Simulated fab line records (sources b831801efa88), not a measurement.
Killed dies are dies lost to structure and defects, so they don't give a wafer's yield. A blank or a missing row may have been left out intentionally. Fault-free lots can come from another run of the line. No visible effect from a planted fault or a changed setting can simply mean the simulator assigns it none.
A struck lot beside a sound one ; flow sky130 ; 43 out of 708 route steps
Sound: wafers L188.1, L188.3, L188.5. The struck wafers were L194.1, L194.2, L194.3. Last of all comes the cause.
At each step with rows: each side's tool, then ch and its chambers, then its first start. Under that, the readings that differ: sound wafers ; struck wafers ; difference of the means ; sigmas: that difference in standard deviations of wafers without a fault.
alike: a reading whose means differ by less than 2 such deviations, as well as words and numbers matching on both sides. not compared: withheld readings; readings where some wafer has no value; bounds like >300 that might hide an equal value; numbers whose values overlap and for which the record gives no deviation.
Wherever a step has rows on one side only, a row that says differs or no value, or a row with sigmas, the two part there. Numbers that have no deviation but don't overlap get no sigmas and don't part them. A reading that every wafer of one side lacks parts them only if that side has two wafers or more.

first, 6 steps without rows for these wafers: SKY_SONOS_TUNNEL_HMDS_01 (prime time 60 s); SKY_SONOS_TUNNEL_COAT_02 (resist thk 1140 nm); SKY_SONOS_TUNNEL_SOFTBAKE_03 (time 60 s); SKY_SONOS_TUNNEL_EXPOSE_04 (exposes mask TUNM, target cd 410 nm); SKY_SONOS_TUNNEL_PEB_05; SKY_SONOS_TUNNEL_DEVELOP_06 (develop time 60 s).
SKY_SONOS_TUNNEL_CD_MEAS_07 targets a cd of 410 nm.
  sound on cd sem-02, day 12 03:02; struck on cd sem-01, day 14 08:01
  alike: cd nm
SKY_SONOS_TUNNEL_OVL_MEAS_08:
  sound on overlay-02, day 12 03:09; struck on overlay-01, day 14 08:08
  alike: SONOS_TUNNEL_OVL
then, 3 steps without rows for these wafers: SKY_SONOS_TUNNEL_IMPLANT_09; SKY_SONOS_TUNNEL_WET_ETCH_10 (etches SiO2 in dHF, target depth 14 nm, time 280 s); SKY_SONOS_TUNNEL_STRIP_11 (strips in SPM, time 600 s).
SKY_SONOS_TUNNEL_TW_MEAS_12:
  sound on film metro-01, day 12 03:36; struck on film metro-02, day 14 08:36
  alike: SONOS_TUNNEL_TW
SKY_SONOS_TUNNEL_CLEAN_13: cleans in dHF, time 20 s.
  sound on wet bench-03 ch 0, day 12 03:40; struck on wet bench-03 ch 0, day 14 08:40
then, 1 step without rows for these wafers: SKY_SONOS_ONO_OXIDATION_00 (stabilise 600 s, purge 300 s, target thk 2.6 nm).
SKY_SONOS_ONO_THK_MEAS_01:
  sound on film metro-01, day 12 06:20; struck on film metro-04, day 14 11:31
  alike: SONOS_ONO_OXIDATION_THK
then, 1 step without rows for these wafers: SKY_SONOS_ONO_CVD_02 (deposits Si3N4 from DCS/NH3, target thk 10.5 nm, time 180 s).
SKY_SONOS_ONO_THK_MEAS_03:
  sound on film metro-01, day 12 09:05; struck on film metro-01, day 14 14:07
  alike: SONOS_ONO_CVD_02_THK
then, 1 step without rows for these wafers: SKY_SONOS_ONO_CVD_04 (deposits SiO2 from SiH4/N2O, target thk 5.7199 nm).
SKY_SONOS_ONO_THK_MEAS_05:
  sound on film metro-02, day 12 10:23; struck on film metro-02, day 14 15:25
reading;sound;struck;difference;sigmas
SONOS_ONO_CVD_04_THK (nm);5.61 5.51 5.54;5.84 5.91 5.76;+0.28;+3
then, 7 steps without rows for these wafers: SKY_SONOS_ONO_DEHYDRATE_06 (time 60 s); SKY_SONOS_ONO_HMDS_07 (prime time 60 s); SKY_SONOS_ONO_COAT_08 (resist thk 1140 nm); SKY_SONOS_ONO_SOFTBAKE_09 (time 60 s); SKY_SONOS_ONO_EXPOSE_10 (exposes mask ONOM, target cd 410 nm); SKY_SONOS_ONO_PEB_11; SKY_SONOS_ONO_DEVELOP_12 (develop time 60 s).
SKY_SONOS_ONO_CD_MEAS_13 targets a cd of 410 nm.
  sound on cd sem-02, day 13 11:40; struck on cd sem-01, day 15 18:50
  alike: cd nm
SKY_SONOS_ONO_OVL_MEAS_14:
  sound on overlay-01, day 13 11:47; struck on overlay-02, day 15 18:57
  alike: SONOS_ONO_OVL
SKY_SONOS_ONO_ETCH_15: etches the open film in CHF3/O2, target depth 19.52 nm, time 7.8 s.
  sound on rie diel-02 ch 1,2,3, day 13 11:49; struck on rie diel-04 ch 0,1,3, day 15 18:59
  alike: drypump motor current A, oes product au, throttle valve pct
  not compared: rf hours counter h
then, 1 step without rows for these wafers: SKY_SONOS_ONO_WET_ETCH_16 (etches SiO2 in dHF, target depth 14 nm, time 280 s).
SKY_SONOS_ONO_STRIP_17: strips in O2/N2.
  sound on plasma asher-01 ch 0,1, day 13 11:55; struck on plasma asher-04 ch 0,1, day 15 19:06
  alike: drypump motor current A, oes product au, strip time to endpoint s
  not compared: rf hours counter h
then, 3 steps without rows for these wafers: SKY_SONOS_ONO_WET_ETCH_18 (etches Si3N4 in H3PO4, target depth 15 nm, time 172 s); SKY_GATE_OXIDE_CLEAN_00 (cleans in SC1/SC2, time 150 s); SKY_GATE_OXIDE_OXIDATION_01 (stabilise 600 s, purge 300 s, target thk 10.268 nm).
SKY_GATE_OXIDE_THK_MEAS_02:
  sound on film metro-04, day 13 13:35; struck on film metro-04, day 15 21:53
  alike: GATE_OXIDE_OXIDATION_00_THK
then, 7 steps without rows for these wafers: SKY_GATE_OXIDE_DEHYDRATE_03 (time 60 s); SKY_GATE_OXIDE_HMDS_04 (prime time 60 s); SKY_GATE_OXIDE_COAT_05 (resist thk 1140 nm); SKY_GATE_OXIDE_SOFTBAKE_06 (time 60 s); SKY_GATE_OXIDE_EXPOSE_07 (exposes mask LVOM, target cd 600 nm); SKY_GATE_OXIDE_PEB_08; SKY_GATE_OXIDE_DEVELOP_09 (develop time 60 s).
-- the record jumps here: 32 days lie between the struck wafers' starts before and after (it left off in module GATE_OXIDE and takes up again in module PAD_OPEN, whose first step shown is number 708 of the route) --
SKY_PAD_OPEN_PROBE_99:
  sound on prober-02, day 46 14:38; struck on prober-02, day 48 06:41
reading;sound;struck;difference;sigmas
model.etest.cap ono.gate bv v (V);16.4 16.3 16.35;16.16 15.6 15.77;-0.51;
model.etest.diode nwell sub.leak log10 a cm2;-7.293 -7.465 -7.311;-7.202 -6.829 -6.829;+0.403;
model.etest.diode dnwell sub.leak log10 a cm2;-7.272 -7.237 -7.196;-7.059 -6.937 -6.822;+0.296;
  alike: killed_at_M0_to_M3, killed_at_M4_up, killed at contacts, killed at front end, killed at other, killed dies, killed on rim, killed open, killed short
  not compared: model.etest.diode pwell dnwell.leak log10 a cm2

== WHERE THEY PART ==
Within this record, at SKY_SONOS_ONO_THK_MEAS_05 only. Later steps at which nothing parts them and some readings are alike: SKY_SONOS_ONO_CD_MEAS_13, SKY_SONOS_ONO_OVL_MEAS_14, SKY_SONOS_ONO_ETCH_15, SKY_SONOS_ONO_STRIP_17, SKY_GATE_OXIDE_THK_MEAS_02, SKY_PAD_OPEN_PROBE_99.

WHY: the cause the simulator had injected
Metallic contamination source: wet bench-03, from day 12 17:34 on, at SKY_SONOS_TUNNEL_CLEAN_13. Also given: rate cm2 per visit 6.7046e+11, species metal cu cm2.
